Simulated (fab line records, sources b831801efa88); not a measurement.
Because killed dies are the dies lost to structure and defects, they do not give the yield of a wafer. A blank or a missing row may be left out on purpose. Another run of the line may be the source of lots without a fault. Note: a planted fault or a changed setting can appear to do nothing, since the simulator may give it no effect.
What tool caused it? || flow gf180mcu || 39 wafers from 13 lots sampled at 4 of the route's 602 steps

## WHAT THE GAUGES SHOWED, per wafer
GF_STI_THK_MEAS_24. Usual: for STI_CVD_23_THK the level is 649 nm and the standard deviation is 9.7.
{"lot": "L502", "measured": "day 2 06:38", "on": "film-metro-04", "STI_CVD_23_THK (nm)": "656 655 642", "flag": ""}
{"lot": "L503", "measured": "day 2 19:16", "on": "film-metro-03", "STI_CVD_23_THK (nm)": "660 647 662", "flag": ""}
{"lot": "L504", "measured": "day 2 19:18", "on": "film-metro-04", "STI_CVD_23_THK (nm)": "641 658 642", "flag": ""}
{"lot": "L505", "measured": "day 2 23:02", "on": "film-metro-01", "STI_CVD_23_THK (nm)": "664 644 635", "flag": ""}
{"lot": "L506", "measured": "day 3 04:05", "on": "film-metro-03", "STI_CVD_23_THK (nm)": "636 638 661", "flag": ""}
{"lot": "L507", "measured": "day 3 04:47", "on": "film-metro-03", "STI_CVD_23_THK (nm)": "646 651 640", "flag": ""}
{"lot": "L508", "measured": "day 3 17:06", "on": "film-metro-04", "STI_CVD_23_THK (nm)": "668 670 668", "flag": ""}
{"lot": "L511", "measured": "day 4 02:17", "on": "film-metro-01", "STI_CVD_23_THK (nm)": "649 643 664", "flag": ""}
{"lot": "L516", "measured": "day 5 04:19", "on": "film-metro-03", "STI_CVD_23_THK (nm)": "644 643 653", "flag": ""}
{"lot": "L518", "measured": "day 5 14:43", "on": "film-metro-03", "STI_CVD_23_THK (nm)": "645 633 630", "flag": ""}
{"lot": "L522", "measured": "day 6 10:44", "on": "film-metro-04", "STI_CVD_23_THK (nm)": "640 660 651", "flag": ""}
{"lot": "L523", "measured": "day 6 16:22", "on": "film-metro-04", "STI_CVD_23_THK (nm)": "655 650 639", "flag": ""}
{"lot": "L525", "measured": "day 7 02:21", "on": "film-metro-04", "STI_CVD_23_THK (nm)": "648 635 638", "flag": ""}

GF_LVPWELL_OVL_MEAS_07. Usual: for LVPWELL_OVL the level is 1.3 nm and the standard deviation is 1.6.
{"lot": "L502", "measured": "day 4 05:35", "on": "overlay-01", "LVPWELL_OVL (nm)": "-0.8 -1.3 0.9", "flag": ""}
{"lot": "L503", "measured": "day 4 14:52", "on": "overlay-02", "LVPWELL_OVL (nm)": "-0.3 -0.1 -0.2", "flag": ""}
{"lot": "L504", "measured": "day 4 14:10", "on": "overlay-01", "LVPWELL_OVL (nm)": "0.5 1.9 2.2", "flag": ""}
{"lot": "L505", "measured": "day 4 18:05", "on": "overlay-02", "LVPWELL_OVL (nm)": "0.8 2.0 0.5", "flag": ""}
{"lot": "L506", "measured": "day 5 00:19", "on": "overlay-01", "LVPWELL_OVL (nm)": "5.0 4.6 4.3", "flag": ""}
{"lot": "L507", "measured": "day 5 00:40", "on": "overlay-02", "LVPWELL_OVL (nm)": "0.8 3.9 0.4", "flag": ""}
{"lot": "L508", "measured": "day 5 14:05", "on": "overlay-01", "LVPWELL_OVL (nm)": "2.9 2.1 3.2", "flag": ""}
{"lot": "L511", "measured": "day 5 22:44", "on": "overlay-02", "LVPWELL_OVL (nm)": "1.4 2.0 2.3", "flag": ""}
{"lot": "L516", "measured": "day 7 05:28", "on": "overlay-02", "LVPWELL_OVL (nm)": "-0.1 -0.6 -0.6", "flag": ""}
{"lot": "L518", "measured": "day 7 13:46", "on": "overlay-01", "LVPWELL_OVL (nm)": "2.2 1.4 2.8", "flag": ""}
{"lot": "L522", "measured": "day 8 13:52", "on": "overlay-02", "LVPWELL_OVL (nm)": "0.1 -1.7 2.2", "flag": ""}
{"lot": "L523", "measured": "day 8 18:22", "on": "overlay-01", "LVPWELL_OVL (nm)": "-1.5 -0.6 -0.3", "flag": ""}
{"lot": "L525", "measured": "day 9 04:52", "on": "overlay-01", "LVPWELL_OVL (nm)": "1.9 1.8 2.9", "flag": ""}

GF_VT_IMPLANT_TW_MEAS_43. Usual: for VT_IMPLANT_4_TW the level is 685 and the standard deviation is 10.
{"lot": "L502", "measured": "day 7 21:29", "on": "film-metro-03", "VT_IMPLANT_4_TW": "682 684 680", "flag": ""}
{"lot": "L503", "measured": "day 8 08:27", "on": "film-metro-02", "VT_IMPLANT_4_TW": "704 704 702", "flag": ""}
{"lot": "L504", "measured": "day 8 06:07", "on": "film-metro-02", "VT_IMPLANT_4_TW": "699 702 702", "flag": ""}
{"lot": "L505", "measured": "day 8 11:40", "on": "film-metro-02", "VT_IMPLANT_4_TW": "701 700 703", "flag": ""}
{"lot": "L506", "measured": "day 9 01:09", "on": "film-metro-03", "VT_IMPLANT_4_TW": "677 676 680", "flag": ""}
{"lot": "L507", "measured": "day 9 01:45", "on": "film-metro-02", "VT_IMPLANT_4_TW": "694 697 694", "flag": ""}
{"lot": "L508", "measured": "day 9 12:16", "on": "film-metro-03", "VT_IMPLANT_4_TW": "675 678 675", "flag": ""}
{"lot": "L511", "measured": "day 9 23:11", "on": "film-metro-03", "VT_IMPLANT_4_TW": "677 679 681", "flag": ""}
{"lot": "L516", "measured": "day 11 12:22", "on": "film-metro-04", "VT_IMPLANT_4_TW": "638 638 641", "flag": "OFF"}
{"lot": "L518", "measured": "day 11 21:31", "on": "film-metro-03", "VT_IMPLANT_4_TW": "648 644 642", "flag": "OFF"}
{"lot": "L522", "measured": "day 13 02:04", "on": "film-metro-02", "VT_IMPLANT_4_TW": "697 697 694", "flag": ""}
{"lot": "L523", "measured": "day 13 07:31", "on": "film-metro-04", "VT_IMPLANT_4_TW": "679 675 678", "flag": ""}
{"lot": "L525", "measured": "day 13 19:10", "on": "film-metro-03", "VT_IMPLANT_4_TW": "685 688 686", "flag": ""}

## TOOL THAT RAN EACH LOT (tool first, then ch and the chambers of the sampled wafers, then the start)
{"lot": "L502", "GF_VT_IMPLANT_IMPLANT_41": "implanter-04 ch 0, day 7 21:16"}
{"lot": "L503", "GF_VT_IMPLANT_IMPLANT_41": "implanter-02 ch 0, day 8 08:12"}
{"lot": "L504", "GF_VT_IMPLANT_IMPLANT_41": "implanter-04 ch 0, day 8 05:52"}
{"lot": "L505", "GF_VT_IMPLANT_IMPLANT_41": "implanter-02 ch 0, day 8 11:25"}
{"lot": "L506", "GF_VT_IMPLANT_IMPLANT_41": "implanter-04 ch 0, day 9 00:54"}
{"lot": "L507", "GF_VT_IMPLANT_IMPLANT_41": "implanter-01 ch 0, day 9 01:30"}
{"lot": "L508", "GF_VT_IMPLANT_IMPLANT_41": "implanter-01 ch 0, day 9 12:03"}
{"lot": "L511", "GF_VT_IMPLANT_IMPLANT_41": "implanter-04 ch 0, day 9 22:58"}
{"lot": "L516", "GF_VT_IMPLANT_IMPLANT_41": "implanter-04 ch 0, day 11 12:07"}
{"lot": "L518", "GF_VT_IMPLANT_IMPLANT_41": "implanter-04 ch 0, day 11 21:17"}
{"lot": "L522", "GF_VT_IMPLANT_IMPLANT_41": "implanter-02 ch 0, day 13 01:50"}
{"lot": "L523", "GF_VT_IMPLANT_IMPLANT_41": "implanter-02 ch 0, day 13 07:16"}
{"lot": "L525", "GF_VT_IMPLANT_IMPLANT_41": "implanter-02 ch 0, day 13 18:55"}
- GF_VT_IMPLANT_IMPLANT_41

## AS READ BY THE TOOLS THEMSELVES (means over the sampled wafers that have a number; for cases with no such wafer, the mark the record gives instead)
GF_VT_IMPLANT_IMPLANT_41. Usual: beam-energy-keV reads 70.006 (standard deviation 0.023).
{"lot": "L502", "tool": "implanter-04", "beam-energy-keV": 69.985, "flag": ""}
{"lot": "L503", "tool": "implanter-02", "beam-energy-keV": 70.022, "flag": ""}
{"lot": "L504", "tool": "implanter-04", "beam-energy-keV": 69.979, "flag": ""}
{"lot": "L505", "tool": "implanter-02", "beam-energy-keV": 69.998, "flag": ""}
{"lot": "L506", "tool": "implanter-04", "beam-energy-keV": 70.034, "flag": ""}
{"lot": "L507", "tool": "implanter-01", "beam-energy-keV": 70.024, "flag": ""}
{"lot": "L508", "tool": "implanter-01", "beam-energy-keV": 69.984, "flag": ""}
{"lot": "L511", "tool": "implanter-04", "beam-energy-keV": 70.007, "flag": ""}
{"lot": "L516", "tool": "implanter-04", "beam-energy-keV": 57.894, "flag": "OFF"}
{"lot": "L518", "tool": "implanter-04", "beam-energy-keV": 57.900, "flag": "OFF"}
{"lot": "L522", "tool": "implanter-02", "beam-energy-keV": 70.003, "flag": ""}
{"lot": "L523", "tool": "implanter-02", "beam-energy-keV": 70.024, "flag": ""}
{"lot": "L525", "tool": "implanter-02", "beam-energy-keV": 69.996, "flag": ""}

## THE ANSWER, worked out from the rows above alone
Rule: take the mean of a lot's wafers that have a number; if it is more than 3 standard deviations from the usual mean, the lot is off. Also off: a lot with no number at a reading for which 4 or more lots have one. Any other lot the step has rows for is counted as sound. Order of review: gauges by route order, followed by the tools' own readings, for which a lot's mean as printed above is used. At the first step where some lot is off, the reading lying furthest off is the one used; lots without a number count as furthest.
Off: at GF_VT_IMPLANT_TW_MEAS_43 (VT_IMPLANT_4_TW), L516, L518.
A tool fits if, at a process step before that reading, it ran every lot that is off, and no sound lot after the first of them. Not tried: the gauges at GF_VT_IMPLANT_TW_MEAS_43; whatever is off there is also off at GF_VT_IMPLANT_IMPLANT_41, on other tools, and gauge error can't account for it. One fits: GF_VT_IMPLANT_IMPLANT_41 on implanter-04. A fault onset in the window from L511 (day 9 22:58, its last sound lot) to L516 (day 11 12:07, its first lot off) fits.
On the lots that are off, the tool's own readings at GF_VT_IMPLANT_IMPLANT_41 differ by more than 5 times the standard deviation of the sound lots' means, which bears it out; beam-energy-keV reads 57.897 there versus 70.005 on the sound lots.

## WHAT THE SIMULATOR HAD PUT IN
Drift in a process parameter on implanter-04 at GF_VT_IMPLANT_IMPLANT_41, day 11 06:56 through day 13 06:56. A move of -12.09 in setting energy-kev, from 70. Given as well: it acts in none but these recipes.
Struck lots among those shown: L516, L518. The same result came from the rule above.
